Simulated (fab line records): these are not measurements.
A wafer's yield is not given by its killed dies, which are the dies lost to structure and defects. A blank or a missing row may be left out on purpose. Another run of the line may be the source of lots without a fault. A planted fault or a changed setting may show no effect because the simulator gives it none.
fab line records    flow sky130
[record] lots = 7  wafers = 21  lastDay = 50
route steps=708 shown POLY_GATE@222 PAD_OPEN@708
lots with no fault: from the same line, run without faults
startH: hours from the record's first day to the start of the lot's first wafer shown    waitH: hours since the lot's step before    " unchanged from the row above    L1.1+2: several wafers, shown together as one row    - either no value or no given start    * or withheld: withheld    < > ~ a bound
route shown NAME@n: a module of which the file shows steps, and the number in the route of the first    usual: average and standard deviation across the fault-free wafers    same: alike in all rows    chamber/n: place in a boat    sites: per-site readings    _std_site: standard deviation across them    _edge_site: inner sites' mean taken away from outer sites' mean    radiusMm: how far each site lies from the wafer's centre    mask NAME#n: copy n    behind: the most recent tool/chamber to have shaped the wafer    hold: reason for holding the lot/hours on hold/outcome of the hold    device: the n, p or np transistor that did not switch    end of line: the route-end tests of the same wafers    for a step that has no rows: nothing shown but its recipe    killed: not the wafer's yield, but the dies lost to structure and defects at the first sort    map: a wafer's dies, x killed, . not, _ none there
set.NAME: the setting the step ran with; set.NAME@STEP: the setting that earlier step ran with    model.NAME: the simulator's own value behind a step, which no gauge read
certain route steps with their lots: each step a table, each wafer a row
services: a tool's chamber out of use, with start hour (startH, from the record's first day; less than 0 if before it), hours out, and reason
[[steps]]
[step SKY_POLY_GATE_COAT_08]
[recipe] resist = KrF-thick  spinRpm = 3000  resistThkNm = 450
[step SKY_POLY_GATE_SOFTBAKE_09]
[recipe] tempC = 100  timeS = 90  resist = KrF-thick
[step SKY_POLY_GATE_EXPOSE_10]
[recipe] maskId = P1M  na = 0.68  sourceShape = conventional  sigmaOuter = 0.6  targetCdNm = 150  doseMj = 28.21
[step SKY_POLY_GATE_PEB_11]
[recipe] pebTempC = withheld  pebTimeS = withheld  resist = KrF-thick
[step SKY_POLY_GATE_DEVELOP_12]
[recipe] developTimeS = 60  resist = KrF-thick  devTempC = 21
[step SKY_POLY_GATE_CD_MEAS_13]
[recipe] targetCdNm = 150
[usual] cdNm = 150.2/1.4
lot.wafer  tool      chamber  startH  waitH  cdNm
L586.2     cdSem-02  -        361.74  -      151.0
L586.3     "         -        "       "      150.9
L586.4     "         -        "       "      151.3
L593.3     cdSem-02  -        432.45  -      148.5
L593.5     "         -        "       "      147.7
L593.6     "         -        "       "      148.7
L599.1     cdSem-02  -        491.66  -      149.1
L599.2     "         -        "       "      150.1
L599.5     "         -        "       "      148.8
L600.1     cdSem-02  -        496.86  -      149.3
L600.3     "         -        "       "      149.8
L600.6     "         -        "       "      150.9
L601.2     cdSem-01  -        501.70  -      149.7
L601.4     "         -        "       "      149.8
L601.6     "         -        "       "      149.3
L603.1     cdSem-01  -        519.26  -      149.6
L603.4     "         -        "       "      148.2
L603.5     "         -        "       "      149.6
L607.3     cdSem-01  -        553.45  -      150.9
L607.5     "         -        "       "      151.0
L607.6     "         -        "       "      150.0
[step SKY_POLY_GATE_OVL_MEAS_14]
[usual] POLY_GATE_OVL = 1/4.3
lot.wafer  tool        chamber  startH  waitH  POLY_GATE_OVL[nm]
L586.2     overlay-02  -        361.84  0.1    1
L586.3     "           -        "       "      -2
L586.4     "           -        "       "      -1
L593.3     overlay-01  -        432.54  0.1    -2
L593.5     "           -        "       "      2
L593.6     "           -        "       "      -2
L599.1     overlay-01  -        491.78  0.1    3
L599.2     "           -        "       "      -2
L599.5     "           -        "       "      -4
L600.1     overlay-01  -        496.98  0.1    6
L600.3     "           -        "       "      0
L600.6     "           -        "       "      -1
L601.2     overlay-02  -        501.81  0.1    3
L601.4     "           -        "       "      4
L601.6     "           -        "       "      8
L603.1     overlay-02  -        519.38  0.1    4
L603.4     "           -        "       "      3
L603.5     "           -        "       "      3
L607.3     overlay-02  -        553.54  0.1    4
L607.5     "           -        "       "      2
L607.6     "           -        "       "      3
[step SKY_POLY_GATE_ETCH_15]
[recipe] chemistry = N2/H2  target = BARC  ionEnergyEv = 200  sourceW = 500  biasW = 100  pressureMtorr = 30  n2FlowSccm = 100  h2FlowSccm = 200  stopOn = SiO2  timeS = 118.5  targetDepthA = 1100
[usual] drypumpMotorCurrentA = 5.8/0.37  oesProductAu = 0.716/0.0044  throttleValvePct = 13.212/0.0097
lot.wafer  tool        chamber  startH  waitH  drypumpMotorCurrentA  oesProductAu  rfHoursCounterH  throttleValvePct
L586.2     rieDiel-02  0        361.87  0.0    5.6                   0.711         32               13.214
L586.3     "           1        "       "      5.9                   0.716         2                13.195
L586.4     "           2        "       "      6.2                   0.715         7                13.223
L593.3     rieDiel-02  0        432.56  0.0    5.6                   0.707         33               13.213
L593.5     "           3        "       "      5.6                   0.717         -                13.226
L593.6     "           2        "       "      6.2                   0.710         -                13.215
L599.1     rieDiel-03  3        491.81  0.0    6.3                   0.717         90               13.198
L599.2     "           2        "       "      6.4                   0.717         3                13.219
L599.5     "           3        "       "      6.3                   0.710         -                13.219
L600.1     rieDiel-03  2        497.01  0.0    6.4                   0.716         3                13.203
L600.3     "           0        "       "      5.8                   0.713         2                13.214
L600.6     "           3        "       "      6.3                   0.720         -                13.216
L601.2     rieDiel-04  2        501.84  0.0    5.6                   0.719         5                13.200
L601.4     "           0        "       "      6.1                   0.710         8                13.222
L601.6     "           3        "       "      5.1                   0.717         -                13.237
L603.1     rieDiel-04  0        519.41  0.0    6.1                   0.717         8                13.219
L603.4     "           1        "       "      5.8                   0.724         72               13.226
L603.5     "           3        "       "      5.1                   0.716         -                13.206
L607.3     rieDiel-04  2        553.56  0.0    5.7                   0.716         6                13.217
L607.5     "           2        "       "      5.6                   0.720         -                13.213
L607.6     "           3        "       "      5.2                   0.718         -                13.231
[step SKY_POLY_GATE_ETCH_16]
[recipe] stopOn = poly-Si  chemistry = CH3F/O2  target = Si3N4  sourceW = 400  biasW = 80  pressureMtorr = 25  ch3fFlowSccm = 40  O2_flow_sccm = 30  timeS = 147.5  targetDepthA = 750
[usual] drypumpMotorCurrentA = 5.8/0.37  oesProductAu = 0.641/0.0052  throttleValvePct = 10.535/0.0093
lot.wafer  tool        chamber  startH  waitH  drypumpMotorCurrentA  oesProductAu  rfHoursCounterH  throttleValvePct
L586.2     rieDiel-02  0        361.95  0.0    5.6                   0.638         32               10.532
L586.3     "           1        "       "      5.9                   0.637         2                10.550
L586.4     "           2        "       "      6.2                   0.652         7                10.543
L593.3     rieDiel-02  0        432.65  0.0    5.6                   0.649         33               10.548
L593.5     "           3        "       "      5.6                   0.650         -                10.532
L593.6     "           2        "       "      6.2                   0.644         -                10.516
L599.1     rieDiel-03  3        491.90  0.0    6.3                   0.643         90               10.528
L599.2     "           2        "       "      6.4                   0.640         3                10.537
L599.5     "           3        "       "      6.3                   0.646         -                10.547
L600.1     rieDiel-03  2        497.10  0.0    6.3                   0.640         3                10.528
L600.3     "           0        "       "      5.8                   0.637         2                10.525
L600.6     "           3        "       "      6.3                   0.637         -                10.535
L601.2     rieDiel-04  2        501.92  0.0    5.6                   0.636         5                10.523
L601.4     "           0        "       "      6.1                   0.645         8                10.540
L601.6     "           3        "       "      5.1                   0.639         -                10.528
L603.1     rieDiel-04  0        519.50  0.0    6.1                   0.634         9                10.529
L603.4     "           1        "       "      5.7                   0.643         72               10.530
L603.5     "           3        "       "      5.1                   0.643         -                10.545
L607.3     rieDiel-04  2        553.65  0.0    5.7                   0.646         6                10.516
L607.5     "           2        "       "      5.7                   0.642         -                10.551
L607.6     "           3        "       "      5.1                   0.636         -                10.545
[step SKY_POLY_GATE_ETCH_17]
[recipe] targetDepthNm = 180  stopOn = SiO2  overEtchFrac = 0.56667  chemistry = HBr/Cl2  target = poly-Si  icpW = 400  biasW = 100  pressureMtorr = 10  HBr_flow_sccm = 150  Cl2_flow_sccm = 50  timeS = 70.5
[usual] drypumpMotorCurrentA = 5.8/0.48  oesProductAu = 0.984/0.0067  throttleValvePct = 33.685/0.0095
lot.wafer  tool      chamber  startH  waitH  drypumpMotorCurrentA  oesProductAu  rfHoursCounterH  throttleValvePct
L586.2     rieSi-02  2        362.05  0.0    6.1                   0.991         52               33.682
L586.3     "         1        "       "      4.9                   0.994         6                33.688
L586.4     "         3        "       "      5.9                   0.986         28               33.670
L593.3     rieSi-01  1        432.75  0.0    5.8                   0.977         19               33.677
L593.5     "         2        "       "      5.9                   0.982         -                33.670
L593.6     "         3        "       "      5.6                   0.985         -                33.678
L599.1     rieSi-02  0        491.99  0.0    5.7                   0.986         4                33.715
L599.2     "         1        "       "      4.9                   0.972         7                33.683
L599.5     "         0        "       "      5.7                   0.983         -                33.690
L600.1     rieSi-01  2        497.19  0.0    5.9                   0.979         0                33.677
L600.3     "         3        "       "      5.6                   0.979         2                33.677
L600.6     "         0        "       "      6.7                   0.985         -                33.673
L601.2     rieSi-02  3        502.02  0.0    5.9                   0.993         29               33.687
L601.4     "         0        "       "      5.7                   0.990         5                33.698
L601.6     "         1        "       "      4.9                   0.992         -                33.665
L603.1     rieSi-02  3        519.59  0.0    5.9                   0.985         29               33.686
L603.4     "         3        "       "      5.9                   0.987         -                33.679
L603.5     "         1        "       "      4.9                   0.985         -                33.691
L607.3     rieSi-02  3        553.74  0.0    5.9                   0.980         29               33.683
L607.5     "         3        "       "      5.9                   0.985         -                33.680
L607.6     "         2        "       "      6.2                   0.978         -                33.687
[step SKY_POLY_GATE_STRIP_18]
[recipe] chemistry = O2/N2  powerW = 1400  pressureMtorr = 1500  platenTempC = withheld  o2FlowSccm = 3000  n2FlowSccm = 300  overashFraction = 0.5
[usual] drypumpMotorCurrentA = 5.6/0.33  oesProductAu = 0.361/0.0047  stripTimeToEndpointS = 3.19/0.036
[same] overashFraction = 0.5
lot.wafer  tool            chamber  startH  waitH  drypumpMotorCurrentA  oesProductAu  rfHoursCounterH  stripTimeToEndpointS
L586.2     plasmaAsher-04  1        362.11  0.0    5.7                   0.362         69               3.15
L586.3     "               1        "       "      5.7                   0.368         -                3.16
L586.4     "               0        "       "      5.0                   0.366         -                3.18
L593.3     plasmaAsher-04  0        432.83  0.1    5.0                   0.365         -                3.17
L593.5     "               1        "       "      5.6                   0.361         -                3.16
L593.6     "               0        "       "      5.0                   0.367         -                3.18
L599.1     plasmaAsher-01  0        492.05  0.0    5.6                   0.355         35               3.12
L599.2     "               1        "       "      5.4                   0.354         35               3.16
L599.5     "               1        "       "      5.4                   0.356         -                3.12
L600.1     plasmaAsher-04  1        497.25  0.0    5.6                   0.366         7                3.26
L600.3     "               1        "       "      5.6                   0.360         -                3.18
L600.6     "               0        "       "      5.0                   0.360         -                3.18
L601.2     plasmaAsher-03  1        502.08  0.0    5.9                   0.355         66               3.25
L601.4     "               0        "       "      6.0                   0.365         -                3.20
L601.6     "               0        "       "      6.0                   0.353         -                3.19
L603.1     plasmaAsher-03  1        519.65  0.0    5.9                   0.361         68               3.23
L603.4     "               1        "       "      5.9                   0.361         -                3.22
L603.5     "               0        "       "      6.0                   0.353         -                3.19
L607.3     plasmaAsher-03  1        553.83  0.1    5.9                   0.359         -                3.24
L607.5     "               1        "       "      5.9                   0.364         -                3.25
L607.6     "               0        "       "      6.0                   0.364         -                3.15
[step SKY_POLY_GATE_CLEAN_19]
[recipe] chemistry = SC1/SC2  mix = 1:4:20  tempC = 70  timeS = 150  dry = n2Spin
[step SKY_POLY_GATE_OXIDATION_20]
[recipe] tempC = 850  ambient = O2  stabiliseS = 600  purgeS = 300  targetThkA = 40  oxTimeS = 899
[usual] spikeTcBottomC = 870.5/1.5  spikeTcCentreC = 850.6/1  spikeTcLowerC = 850.8/1  spikeTcTopC = 865.7/1.3  spikeTcUpperC = 849.9/0.99  tubeCenterTempC = 849.99/0.062  tube_center_temp_C_max = 852.2/0.36  zonePowerLowerPct = 16.23/0.21  zonePowerTopPct = 27.0/0.49  zonePowerUpperPct = 15.89/0.16
lot.wafer  tool        chamber  startH  waitH  spikeTcBottomC  spikeTcCentreC  spikeTcLowerC  spikeTcTopC  spikeTcUpperC  tubeCenterTempC  tube_center_temp_C_max  zonePowerLowerPct  zonePowerTopPct  zonePowerUpperPct  model.SiO2_of_POLY_GATE_OXIDATION_20.thkNm
L586.2     furnace-01  0        364.02  1.8    870.1           848.3           851.1          865.0        851.6          849.98           852.3                   16.29              27.3             15.84              4.069
L586.3     "           0        "       "      871.3           849.5           849.8          863.0        851.2          850.07           852.3                   16.35              27.3             15.97              4.105
L586.4     "           0        "       "      872.9           851.1           848.8          863.3        849.6          850.03           852.0                   16.40              27.2             15.78              4.079
L593.3     furnace-01  0        433.04  0.1    871.8           849.9           850.4          863.6        850.6          850.01           852.7                   16.54              27.1             15.78              3.956
L593.5     "           0        "       "      870.2           851.2           850.1          865.9        850.4          849.92           852.1                   16.45              27.3             16.19              3.938
L593.6     "           0        "       "      871.9           852.1           849.8          865.0        850.0          849.97           852.6                   16.18              27.4             15.93              3.886
L599.1     furnace-01  0        492.20  0.0    833.8           812.4           812.0          827.5        812.7          811.19           813.3                   14.87              25.1             14.18              2.388
L599.2     "           0        "       "      834.5           811.4           810.5          826.1        810.0          811.16           812.7                   14.65              25.5             14.09              2.366
L599.5     "           0        "       "      832.6           812.1           813.1          826.5        811.2          811.22           813.2                   14.93              25.1             14.28              2.409
L600.1     furnace-01  0        497.40  0.0    831.5           810.5           812.9          825.4        812.0          811.18           813.3                   14.85              25.4             14.31              2.229
L600.3     "           0        "       "      833.0           812.2           811.2          825.6        810.8          811.13           813.2                   14.63              25.5             14.18              2.239
L600.6     "           0        "       "      832.4           810.6           811.6          827.5        810.5          811.16           813.2                   14.96              25.4             14.36              2.325
L601.2     furnace-01  0        502.73  0.5    833.8           812.3           812.3          827.3        810.6          811.23           813.4                   14.77              24.9             14.48              2.339
L601.4     "           0        "       "      833.5           811.6           811.2          826.5        810.5          811.15           813.5                   15.04              26.0             14.28              2.354
L601.6     "           0        "       "      832.5           812.1           811.7          825.8        811.1          811.25           813.3                   14.71              25.9             14.26              2.371
L603.1     furnace-02  0        519.80  0.0    869.0           851.2           851.8          866.6        851.1          850              852.2                   15.77              26.5             16.30              3.958
L603.4     "           0        "       "      868.2           850.1           851.0          867.0        850.2          850.09           852.6                   15.96              26.7             15.68              4.016
L603.5     "           0        "       "      870.7           848.8           852.5          866.4        850.9          849.98           852.8                   15.82              26.7             16.35              3.93
L607.3     furnace-02  0        554.00  0.0    869.8           852.7           853.4          867.1        848.8          850.06           852.8                   16.07              26.3             16.09              4.019
L607.5     "           0        "       "      869.6           851.7           850.0          866.8        849.7          849.93           851.8                   16.00              26.5             15.76              3.971
L607.6     "           0        "       "      869.4           850.0           852.9          865.5        852.5          850              851.8                   16.25              26.4             15.76              4.009
[step SKY_POLY_GATE_THK_MEAS_21]
[recipe] reads = SiO2_of_POLY_GATE_OXIDATION_20
[usual] POLY_GATE_OXIDATION_THK = 4.00/0.08
lot.wafer  tool          chamber  startH  waitH  hold                     POLY_GATE_OXIDATION_THK[nm]
L586.2     filmMetro-04  -        365.28  0.0    -                        4.09
L586.3     "             -        "       "      -                        4.07
L586.4     "             -        "       "      -                        4.05
L593.3     filmMetro-04  -        434.31  0.0    -                        3.91
L593.5     "             -        "       "      -                        3.91
L593.6     "             -        "       "      -                        3.85
L599.1     filmMetro-04  -        493.45  0.0    awaitDispo/0.2h/release  2.41
L599.2     "             -        "       "      awaitDispo/0.2h/release  2.39
L599.5     "             -        "       "      awaitDispo/0.2h/release  2.39
L599.1     filmMetro-04  -        493.68  0.2    -                        2.43
L599.2     "             -        "       "      -                        2.39
L599.5     "             -        "       "      -                        2.44
L600.1     filmMetro-04  -        498.65  0.0    awaitDispo/0.2h/release  2.26
L600.3     "             -        "       "      awaitDispo/0.2h/release  2.20
L600.6     "             -        "       "      awaitDispo/0.2h/release  2.28
L600.1     filmMetro-04  -        498.88  0.2    -                        2.23
L600.3     "             -        "       "      -                        2.24
L600.6     "             -        "       "      -                        2.33
L601.2     filmMetro-02  -        503.99  0.0    awaitDispo/0.2h/release  2.36
L601.4     "             -        "       "      awaitDispo/0.2h/release  2.33
L601.6     "             -        "       "      awaitDispo/0.2h/release  2.35
L601.2     filmMetro-02  -        504.21  0.2    -                        2.39
L601.4     "             -        "       "      -                        2.45
L601.6     "             -        "       "      -                        2.39
L603.1     filmMetro-02  -        521.05  0.0    -                        3.92
L603.4     "             -        "       "      -                        3.99
L603.5     "             -        "       "      -                        4.01
L607.3     filmMetro-04  -        555.27  0.0    -                        3.97
L607.5     "             -        "       "      -                        3.97
L607.6     "             -        "       "      -                        4.02
[step SKY_POLY_GATE_CD_MEAS_22]
[usual] cdNm = 149.7/2.3
lot.wafer  tool      chamber  startH  waitH  hold                     cdNm
L586.2     cdSem-02  -        365.35  0.1    -                        150.7
L586.3     "         -        "       "      -                        150.6
L586.4     "         -        "       "      -                        152.8
L593.3     cdSem-01  -        434.40  0.1    -                        149.4
L593.5     "         -        "       "      -                        145.3
L593.6     "         -        "       "      -                        146.7
L599.1     cdSem-01  -        500.25  6.6    awaitDispo/6.5h/release  148.3
L599.2     "         -        "       "      awaitDispo/6.5h/release  149.3
L599.5     "         -        "       "      awaitDispo/6.5h/release  148.9
L600.1     cdSem-01  -        500.85  2.0    awaitDispo/1.8h/release  149.3
L600.3     "         -        "       "      awaitDispo/1.8h/release  148.2
L600.6     "         -        "       "      awaitDispo/1.8h/release  148.5
L601.2     cdSem-01  -        506.56  2.3    awaitDispo/2.3h/release  148.1
L601.4     "         -        "       "      awaitDispo/2.3h/release  147.4
L601.6     "         -        "       "      awaitDispo/2.3h/release  150.8
L603.1     cdSem-02  -        521.11  0.1    -                        148.5
L603.4     "         -        "       "      -                        149.8
L603.5     "         -        "       "      -                        151.0
L607.3     cdSem-02  -        555.37  0.1    -                        151.3
L607.5     "         -        "       "      -                        150.8
L607.6     "         -        "       "      -                        150.3
[step SKY_PAD_OPEN_PROBE_99]
[usual] killed_at_M0_to_M3 = 44/6.6  killed_at_M4_up = 3.0/2  killedAtContacts = 24/5.1  killedAtFrontEnd = 15/4.1  killedAtOther = 0.4/0.62  killedDies = 86/9.3  killedOpen = 46/6.8  killedShort = 40/5.8
[same] grossDies = 492  killedAtBackSide = 0
lot.wafer  tool       chamber  startH   waitH  killed_at_M0_to_M3  killed_at_M4_up  killedAtContacts  killedAtFrontEnd  killedAtOther  killedDies  killedOpen  killedShort  model.etest.tipSonos.rsOhmSq  model.etest.tipP.rsOhmSq  model.etest.resPdiff.lineOhmUm  model.etest.resNdiff.lineOhmUm  model.etest.tipN.rsOhmSq  model.etest.resPdiff.rsOhmSq  model.etest.pfet_01v8.driveUaUm  model.etest.resNdiff.rsOhmSq
L586.2     prober-01  -        1071.38  0.1    37                  5                18                14                2              76          36          40           2691                          6988                      1359                            768                             450.9                     195.1                         191.7                            121
L586.3     prober-01  -        1071.43  0.2    40                  3                31                12                0              86          50          36           2670                          6977                      1355                            759.8                           450.5                     194.5                         189.3                            121.6
L586.4     prober-01  -        1071.48  0.2    45                  5                20                13                1              84          40          44           2643                          6957                      1333                            748.2                           447.7                     195.3                         187.1                            121.1
L593.3     prober-01  -        1116.80  0.2    43                  1                26                27                0              97          47          50           2750                          6838                      1341                            762                             438.7                     196                           192.9                            120.6
L593.5     prober-01  -        1116.90  0.2    47                  3                36                21                0              107         69          38           2719                          6856                      1348                            756.1                           438.8                     198.3                         197.1                            120.3
L593.6     prober-01  -        1116.95  0.2    53                  0                32                22                1              108         56          52           2776                          6852                      1365                            760.2                           438.5                     197.7                         196.4                            120.1
L599.1     prober-01  -        1150.50  0.1    41                  1                20                17                0              79          42          37           2479                          6730                      1286                            725                             421.4                     188.2                         203.9                            114
L599.2     prober-01  -        1150.55  0.1    54                  6                22                6                 0              88          45          43           2491                          6724                      1290                            738.2                           422.9                     186.9                         202.4                            115.1
L599.5     prober-01  -        1150.70  0.2    45                  2                24                14                0              85          42          43           2456                          6711                      1298                            724.9                           420.2                     186.5                         200.3                            114.9
L600.1     prober-02  -        1154.64  0.1    38                  5                24                15                0              82          47          35           2499                          6799                      1285                            721.1                           420.8                     186.8                         199.1                            115.2
L600.3     prober-02  -        1154.74  0.2    47                  4                19                16                2              88          50          38           2494                          6783                      1277                            724.1                           419.2                     188.6                         196.2                            116.7
L600.6     prober-02  -        1154.89  0.2    33                  3                19                14                1              70          40          30           2495                          6806                      1282                            726.8                           418                       188                           193.8                            115.3
L601.2     prober-01  -        1159.92  0.1    42                  8                22                9                 0              81          36          45           2439                          6661                      1295                            736.1                           417.1                     185.9                         209.1                            116.6
L601.4     prober-01  -        1160.02  0.2    36                  1                17                18                0              72          42          30           2452                          6630                      1292                            748.7                           417.4                     187.1                         209.3                            116.4
L601.6     prober-01  -        1160.12  0.2    33                  4                35                10                0              82          42          40           2439                          6635                      1304                            743.5                           419.2                     187.6                         202.8                            116.9
L603.1     prober-01  -        1169.38  0.1    41                  1                18                20                1              81          41          40           2659                          6961                      1359                            747.2                           437.4                     201.1                         192.3                            118.8
L603.4     prober-01  -        1169.53  0.2    38                  1                31                13                1              84          52          32           2709                          7005                      1393                            752.2                           438.9                     201.5                         189.8                            118.8
L603.5     prober-01  -        1169.58  0.2    27                  3                28                18                1              77          40          37           2632                          7007                      1386                            749.5                           434.8                     199.3                         186                              119.5
L607.3     prober-02  -        1188.11  0.2    42                  3                26                5                 0              76          41          35           2566                          6974                      1365                            764                             438.5                     195.8                         192.8                            119.4
L607.5     prober-02  -        1188.21  0.2    33                  2                23                19                0              77          40          37           2578                          6944                      1366                            756.8                           435.5                     197.4                         194.2                            120.6
L607.6     prober-02  -        1188.26  0.2    46                  6                24                13                0              89          46          43           2526                          6965                      1364                            760.8                           436.9                     196.6                         194                              119.8
// killed by level:class
L586.2 METAL2:geometricParticle:short=11 FIELD_ISO:geometricParticle:short=7 LI_CONTACT:geometricParticle:open=7 VIA1:geometricParticle:open=6 VIA2:geometricParticle:open=6 FIELD_ISO:geometricParticle:open=5 CONTACT:geometricParticle:short=5 VIA3:geometricParticle:open=4
L586.3 VIA1:geometricParticle:open=11 LI_CONTACT:geometricParticle:open=9 CONTACT:geometricParticle:open=8 METAL2:geometricParticle:short=7 VIA2:geometricParticle:open=6 POLY_GATE:geometricParticle:open=5 CONTACT:geometricParticle:short=5 LI_CONTACT:geometricParticle:short=4
L586.4 METAL2:geometricParticle:short=9 CONTACT:geometricParticle:open=8 VIA1:geometricParticle:open=8 METAL1:geometricParticle:short=6 FIELD_ISO:geometricParticle:open=5 VIA2:geometricParticle:open=5 VIA3:geometricParticle:open=5 LOCAL_INTERCONNECT:geometricParticle:short=4
L593.3 CONTACT:geometricParticle:open=9 METAL2:geometricParticle:short=8 POLY_GATE:geometricParticle:short=7 LI_CONTACT:geometricParticle:open=7 METAL1:geometricParticle:short=7 POLY_GATE:geometricParticle:open=6 CONTACT:geometricParticle:short=6 VIA3:geometricParticle:open=6
L593.5 VIA1:geometricParticle:open=16 CONTACT:geometricParticle:open=13 LI_CONTACT:geometricParticle:open=10 POLY_GATE:geometricParticle:open=9 VIA2:geometricParticle:open=8 FIELD_ISO:geometricParticle:open=6 POLY_GATE:geometricParticle:short=5 CONTACT:geometricParticle:short=5
L593.6 VIA1:geometricParticle:open=12 METAL1:geometricParticle:short=11 VIA1:geometricParticle:short=11 CONTACT:geometricParticle:open=9 LI_CONTACT:geometricParticle:open=7 VIA2:geometricParticle:open=7 FIELD_ISO:geometricParticle:open=6 POLY_GATE:geometricParticle:open=5
L599.1 VIA3:geometricParticle:open=9 VIA1:geometricParticle:short=8 LI_CONTACT:geometricParticle:open=7 FIELD_ISO:geometricParticle:open=6 VIA2:geometricParticle:open=6 CONTACT:geometricParticle:short=6 POLY_GATE:geometricParticle:short=4 CONTACT:geometricParticle:open=4
L599.2 VIA2:geometricParticle:open=11 METAL1:geometricParticle:short=10 VIA1:geometricParticle:open=8 CONTACT:geometricParticle:open=8 LI_CONTACT:geometricParticle:open=7 VIA3:geometricParticle:open=6 METAL4:geometricParticle:short=5 VIA3:geometricParticle:short=5
L599.5 VIA1:geometricParticle:open=9 CONTACT:geometricParticle:open=8 VIA1:geometricParticle:short=7 LI_CONTACT:geometricParticle:open=6 METAL2:geometricParticle:short=6 VIA3:geometricParticle:open=6 FIELD_ISO:geometricParticle:short=4 LI_CONTACT:geometricParticle:short=4
L600.1 VIA1:geometricParticle:open=12 CONTACT:geometricParticle:open=8 LI_CONTACT:geometricParticle:open=7 VIA3:geometricParticle:open=5 METAL4:geometricParticle:short=5 METAL2:geometricParticle:short=5 FIELD_ISO:geometricParticle:open=4 POLY_GATE:geometricParticle:short=4
L600.3 VIA1:geometricParticle:open=12 CONTACT:geometricParticle:open=10 VIA1:geometricParticle:short=8 VIA2:geometricParticle:open=6 FIELD_ISO:geometricParticle:open=4 VIA3:geometricParticle:short=4 METAL1:geometricParticle:short=4 METAL2:geometricParticle:short=4
L600.6 VIA1:geometricParticle:open=11 LI_CONTACT:geometricParticle:open=8 CONTACT:geometricParticle:open=5 VIA2:geometricParticle:short=5 FIELD_ISO:geometricParticle:short=4 FIELD_ISO:geometricParticle:open=4 METAL2:geometricParticle:short=4 POLY_GATE:geometricParticle:short=3
L601.2 VIA1:geometricParticle:open=8 VIA2:geometricParticle:open=8 METAL4:geometricParticle:short=7 CONTACT:geometricParticle:short=6 LI_CONTACT:geometricParticle:open=5 METAL1:geometricParticle:short=5 VIA3:geometricParticle:short=5 LI_CONTACT:geometricParticle:short=4
L601.4 FIELD_ISO:geometricParticle:open=8 VIA2:geometricParticle:open=8 CONTACT:geometricParticle:open=7 VIA3:geometricParticle:open=6 POLY_GATE:geometricParticle:short=5 VIA1:geometricParticle:short=4 VIA1:geometricParticle:open=4 VIA3:geometricParticle:short=4
L601.6 CONTACT:geometricParticle:short=11 CONTACT:geometricParticle:open=10 VIA2:geometricParticle:open=7 VIA3:geometricParticle:open=7 LI_CONTACT:geometricParticle:short=5 LI_CONTACT:geometricParticle:open=5 VIA1:geometricParticle:open=5 LOCAL_INTERCONNECT:geometricParticle:short=4
L603.1 LI_CONTACT:geometricParticle:open=7 VIA1:geometricParticle:open=7 FIELD_ISO:geometricParticle:short=6 VIA1:geometricParticle:short=6 METAL3:geometricParticle:short=6 CONTACT:geometricParticle:open=5 METAL1:geometricParticle:short=5 METAL2:geometricParticle:short=5
L603.4 LI_CONTACT:geometricParticle:open=11 CONTACT:geometricParticle:open=10 VIA1:geometricParticle:open=10 METAL2:geometricParticle:short=7 CONTACT:geometricParticle:short=4 VIA2:geometricParticle:open=4 VIA3:geometricParticle:open=4 FIELD_ISO:geometricParticle:open=3
L603.5 CONTACT:geometricParticle:open=11 LI_CONTACT:geometricParticle:open=7 METAL1:geometricParticle:short=6 VIA1:geometricParticle:open=6 LOCAL_INTERCONNECT:geometricParticle:short=5 FIELD_ISO:geometricParticle:open=4 FIELD_ISO:geometricParticle:short=4 VIA1:geometricParticle:short=4
L607.3 LI_CONTACT:geometricParticle:open=9 CONTACT:geometricParticle:short=9 METAL2:geometricParticle:short=8 VIA1:geometricParticle:open=7 VIA2:geometricParticle:open=7 CONTACT:geometricParticle:open=6 VIA3:geometricParticle:open=6 METAL3:geometricParticle:short=4
L607.5 CONTACT:geometricParticle:open=12 POLY_GATE:geometricParticle:short=9 VIA1:geometricParticle:open=9 VIA2:geometricParticle:open=7 METAL1:geometricParticle:short=6 FIELD_ISO:geometricParticle:open=5 CONTACT:geometricParticle:short=5 LI_CONTACT:geometricParticle:short=4
L607.6 VIA1:geometricParticle:open=13 CONTACT:geometricParticle:open=7 LI_CONTACT:geometricParticle:open=7 METAL4:geometricParticle:short=6 FIELD_ISO:geometricParticle:short=5 METAL1:geometricParticle:short=5 VIA2:geometricParticle:open=5 LOCAL_INTERCONNECT:geometricParticle:short=4
[[services]]
tool            chamber  startH  hours  kind
rieDiel-02      -        344.76  0.7    repair
rieDiel-03      2        347.77  -      clean
rieDiel-03      2        347.77  17.0   scheduledDown
rieDiel-03      2        347.77  17.0   ventCycle
furnace-01      -        353.12  5.1    pm
rieDiel-03      2        373.64  11.8   repair
furnace-02      -        383.24  3.4    pm
rieDiel-03      0        389.01  -      clean
rieDiel-03      0        389.01  22.5   scheduledDown
rieDiel-04      0        409.70  4.4    repair
plasmaAsher-04  -        421.25  9.0    pm
plasmaAsher-04  -        425.27  5.1    repair
plasmaAsher-03  -        436.00  11.1   pm
furnace-02      -        456.01  3.3    pm
plasmaAsher-01  -        469.66  15.6   pm
furnace-01      -        475.17  3.8    pm
furnace-02      -        491.76  13.9   repair
rieDiel-02      1        502.66  117.8  repair
plasmaAsher-04  -        505.99  5.8    repair
rieSi-02        2        509.12  -      clean
rieSi-02        2        509.12  20.2   scheduledDown
rieSi-02        2        509.12  20.2   ventCycle
rieSi-01        3        518.78  5.7    repair
plasmaAsher-03  -        534.75  1.3    repair
[[key]]
[firstSign] step = SKY_POLY_GATE_OXIDATION_20  reading = tubeCenterTempC  direction = down  sigmas = 99+  usual = *  struck = *
[effect] step = SKY_POLY_GATE_OXIDATION_20  reading = tube_center_temp_C_max  direction = down  sigmas = 99+  usual = *  struck = *
[effect] step = SKY_POLY_GATE_THK_MEAS_21  reading = visit  direction = added
[effect] step = SKY_POLY_GATE_THK_MEAS_21  reading = POLY_GATE_OXIDATION_THK  direction = down  sigmas = 21  usual = 4.00  struck = 2.33
[modelEffect] step = SKY_POLY_GATE_OXIDATION_20  value = SiO2_of_POLY_GATE_OXIDATION_20.thkNm  without = 3.963  struck = 2.336
[modelEffect] step = SKY_PAD_OPEN_PROBE_99  value = etest.tipSonos.rsOhmSq  without = 2703  struck = 2472
metAt SKY_POLY_GATE_OXIDATION_20
struckWafers L599.1,L599.2,L599.5,L600.1,L600.3,L600.6,L601.2,L601.4,L601.6
testerLeftOut L599,L600,L601
onsetBetween 433.04 492.20
[fault] kind = processParameterDrift  tool = furnace-01  chamber = -  onsetH = 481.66  steps = SKY_POLY_GATE_OXIDATION_20  channel = tempC  offset = *  shape = step  endH = 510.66  actsIn = *  stated = *
// testerLeftOut: of these lots the tester's yield and bins aren't shown, on N5 and GAA mostly nor the transistor test; their killed dies are dies lost to structure and defects alone, not to doping, threshold or leakage, so they don't give the yield
